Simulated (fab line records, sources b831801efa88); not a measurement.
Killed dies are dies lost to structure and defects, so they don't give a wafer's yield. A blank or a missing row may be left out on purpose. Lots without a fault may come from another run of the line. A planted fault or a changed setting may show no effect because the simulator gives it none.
Which tool did it? | flow gf180mcu | 7 lots, 21 wafers sampled, at 2 steps of a route of 602

WHAT THE GAUGES READ, wafer by wafer
GF_V5_RS_MEAS_24: measures by four-point-probe.
lot  | measured     | on            | V5_W_RS (ohm/sq)
L407 | day 27 22:14 | film_metro-03 | 0.326 0.326 0.327
L409 | day 28 12:34 | film_metro-03 | 0.333 0.331 0.333
L418 | day 31 04:10 | film_metro-01 | 0.332 0.336 0.333
L421 | day 32 01:56 | film_metro-01 | 0.329 0.329 0.328
L424 | day 32 16:18 | film_metro-01 | 0.326 0.330 0.327
L426 | day 33 04:46 | film_metro-03 | 0.329 0.329 0.332
L428 | day 33 15:18 | film_metro-03 | 0.329 0.327 0.327

WHICH TOOL RAN EACH LOT (tool, then ch and the chambers of the sampled wafers, then the start)
lot  | GF_CONTACT_CVD_00
L407 | hdpcvd-02 ch 0,1,2, day 15 19:48
L409 | hdpcvd-02 ch 0,1,2, day 16 12:05
L418 | hdpcvd-01 ch 0,1,2, day 19 19:27
L421 | hdpcvd-01 ch 0,1, day 21 01:00
L424 | hdpcvd-01 ch 0,1, day 22 00:11
L426 | hdpcvd-02 ch 0,2, day 22 14:45
L428 | hdpcvd-01 ch 0,1,2, day 23 09:16
- GF_CONTACT_CVD_00: deposits SiO2, target thk 300 nm, time 50 s.

THE ANSWER, worked out from the rows above alone
Rule: what is usual is taken from the lots themselves. Put in order of their means at a reading, lots are off if they are a third of the lots or fewer, leave a main group of 4 or more, and stand apart from it by a gap of 3 or more times the standard deviation of the main group's means; of several such gaps the widest counts. A main group whose means are all the same, to the digits that the tables above print for the reading, isn't used. A lot without any number at a reading at which 4 lots or more have one is off too. The other lots that the step has rows for count as sound.
No lot is off at any reading shown: from this, nothing can be told.

WHAT THE SIMULATOR HAD PUT IN
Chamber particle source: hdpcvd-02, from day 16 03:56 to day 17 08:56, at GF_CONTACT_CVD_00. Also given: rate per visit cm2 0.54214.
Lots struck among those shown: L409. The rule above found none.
